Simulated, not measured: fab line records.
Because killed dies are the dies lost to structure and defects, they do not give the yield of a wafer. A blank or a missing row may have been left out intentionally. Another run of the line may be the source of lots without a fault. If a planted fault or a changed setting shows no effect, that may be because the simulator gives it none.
Which tool is to blame? | flow gf180mcu | 16 wafers sampled from 6 lots at 1 step of a route of 602

## WHAT THE GAUGES READ, wafer by wafer
GF_M1_RS_MEAS_05: a four-point-probe measurement.
lot  | measured     | on            | M1_ALCU_RS (ohm/sq)
L316 | day 17 04:55 | film-metro-01 | 0.0700 0.0702 0.0696
L321 | day 19 03:37 | film-metro-01 | 0.0691 0.0696 0.0693
L325 | day 20 15:48 | film-metro-04 | 0.0693 0.0698 0.0696
L330 | day 22 09:43 | film-metro-04 | 0.0693 0.0693
L332 | day 23 16:47 | film-metro-03 | 0.0689 0.0687
L335 | day 24 03:53 | film-metro-03 | 0.0687 0.0696 0.0688

## WHAT TOOL EACH LOT RAN ON (gives the tool, then ch and the chambers of the sampled wafers, and finally the start)
There is no process step in the record ahead of these readings.

## THE ANSWER, worked out from the rows above alone
Rule: the lots themselves supply what counts as usual. Put in order of their means at a reading, lots are off if they are a third of the lots or fewer, leave a main group of 4 or more, and stand apart from it by a gap of 3 or more times the standard deviation of the main group's means; of several such gaps the widest counts. If all means in a main group match to the digits the tables above print for the reading, that group is not used. Also off: a lot with no number at a reading for which 4 or more lots have one. Where the step has rows for the other lots, those lots are counted as sound.
None of the lots is off at any reading shown; this tells nothing.

## WHAT THE SIMULATOR HAD PUT IN
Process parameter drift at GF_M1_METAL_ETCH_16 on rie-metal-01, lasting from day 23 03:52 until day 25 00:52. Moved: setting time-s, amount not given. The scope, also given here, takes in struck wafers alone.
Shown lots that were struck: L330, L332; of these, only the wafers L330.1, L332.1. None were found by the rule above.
